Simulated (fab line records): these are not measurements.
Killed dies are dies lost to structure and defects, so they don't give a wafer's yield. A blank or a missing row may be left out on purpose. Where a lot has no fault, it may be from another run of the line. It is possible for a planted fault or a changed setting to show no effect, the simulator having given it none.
A lot that was struck, set against a sound lot / flow sky130 / 15 steps out of a route of 708
Sound: wafers L353.1, L353.4, L353.6. Struck: wafers L361.1, L361.2, L361.4. The cause is named last.
Order at every step that has rows: each side's tool, ch and its chambers, its first start. Under that, the readings that differ: sound wafers / struck wafers / difference of the means / sigmas: that difference in standard deviations of wafers without a fault.
alike: readings with means less than 2 such deviations apart, plus words and numbers identical on both sides. not compared: withheld readings, readings lacking a value on some wafer, bounds such as >300 that could conceal the same value, and numbers that have no deviation in the record and whose values overlap.
A row with sigmas, a row that says differs or no value, or rows on one side alone: a step with any of these is where the two part. Numbers that don't overlap but have no deviation are shown without sigmas and don't part them. A reading missing from all wafers of one side parts the sides only when that side holds two or more wafers.

SKY_LOCAL_INTERCONNECT_THK_MEAS_02: measures by xrf.
  sound on filmMetro-01, day 32 06:26; struck on filmMetro-01, day 34 15:11
  alike: LOCAL_INTERCONNECT_TIN_THK
then, 8 steps without rows for these wafers: SKY_LOCAL_INTERCONNECT_DEHYDRATE_03 (time 60 s); SKY_LOCAL_INTERCONNECT_HMDS_04 (prime time 60 s); SKY_LOCAL_INTERCONNECT_COAT_05 (resist thk 60 nm); SKY_LOCAL_INTERCONNECT_COAT_06 (resist thk 450 nm); SKY_LOCAL_INTERCONNECT_SOFTBAKE_07 (time 90 s); SKY_LOCAL_INTERCONNECT_EXPOSE_08 (exposes mask LI1M, target cd 170 nm); SKY_LOCAL_INTERCONNECT_PEB_09; SKY_LOCAL_INTERCONNECT_DEVELOP_10 (develop time 60 s).
SKY_LOCAL_INTERCONNECT_CD_MEAS_11 targets a cd of 170 nm.
  sound on cdSem-01, day 33 09:17; struck on cdSem-02, day 35 16:55
  alike: cdNm
SKY_LOCAL_INTERCONNECT_OVL_MEAS_12:
  sound on overlay-01, day 33 09:25; struck on overlay-01, day 35 17:02
reading=LOCAL_INTERCONNECT_OVL (nm); sound=11 10 8; struck=2 -3 -5; difference=-12; sigmas=-2
SKY_LOCAL_INTERCONNECT_ETCH_13: etches BARC in N2/H2, stops on SiO2, time 45.9 s, target depth 60 nm.
  sound on rieMetal-02 ch 0,1, day 33 09:26; struck on rieMetal-02 ch 0,1, day 35 17:05
reading=biasW (W); sound=99.2 100.1 100.3; struck=100.6 100.8 100.3; difference=+0.7; sigmas=+2
  alike: drypumpMotorCurrentA, h2FlowSccm, oesProductAu, throttleValvePct
  not compared: rfHoursCounterH
SKY_LOCAL_INTERCONNECT_METAL_ETCH_14: etches TiN in Cl2/BCl3, stops on PSG, target depth 110 nm, time 31.4 s.
  sound on rieMetal-02 ch 0,1, day 33 09:31; struck on rieMetal-02 ch 0,1, day 35 17:08
reading=biasW (W); sound=48.72 48.54 48.56; struck=69.05 69.23 68.98; difference=+20.48; sigmas=+99 or more
reading=model.LOCAL_INTERCONNECT.featureDepthNm (nm); sound=101 99.6 99.83; struck=102.5 103.4 103.3; difference=+2.9; sigmas=
  alike: drypumpMotorCurrentA, oesProductAu, throttleValvePct
  not compared: rfHoursCounterH, model.KrF-thick_of_LOCAL_INTERCONNECT_COAT_06.thkNm, model.PSG_of_LI_CONTACT_HDPCVD_00.thkNm
SKY_LOCAL_INTERCONNECT_STRIP_15: strips in O2/N2.
  sound on plasmaAsher-03 ch 0,1, day 33 09:34; struck on plasmaAsher-04 ch 0,1, day 35 17:11
  alike: drypumpMotorCurrentA, oesProductAu, stripTimeToEndpointS
  not compared: rfHoursCounterH
then, 1 step without rows for these wafers: SKY_PAD_OPEN_PROBE_99.

== WHERE THEY PART ==
First at SKY_LOCAL_INTERCONNECT_OVL_MEAS_12; last, within this record, at SKY_LOCAL_INTERCONNECT_METAL_ETCH_14. Later steps at which nothing parts them and some readings are alike: SKY_LOCAL_INTERCONNECT_STRIP_15.

WHY: whatever the simulator had introduced
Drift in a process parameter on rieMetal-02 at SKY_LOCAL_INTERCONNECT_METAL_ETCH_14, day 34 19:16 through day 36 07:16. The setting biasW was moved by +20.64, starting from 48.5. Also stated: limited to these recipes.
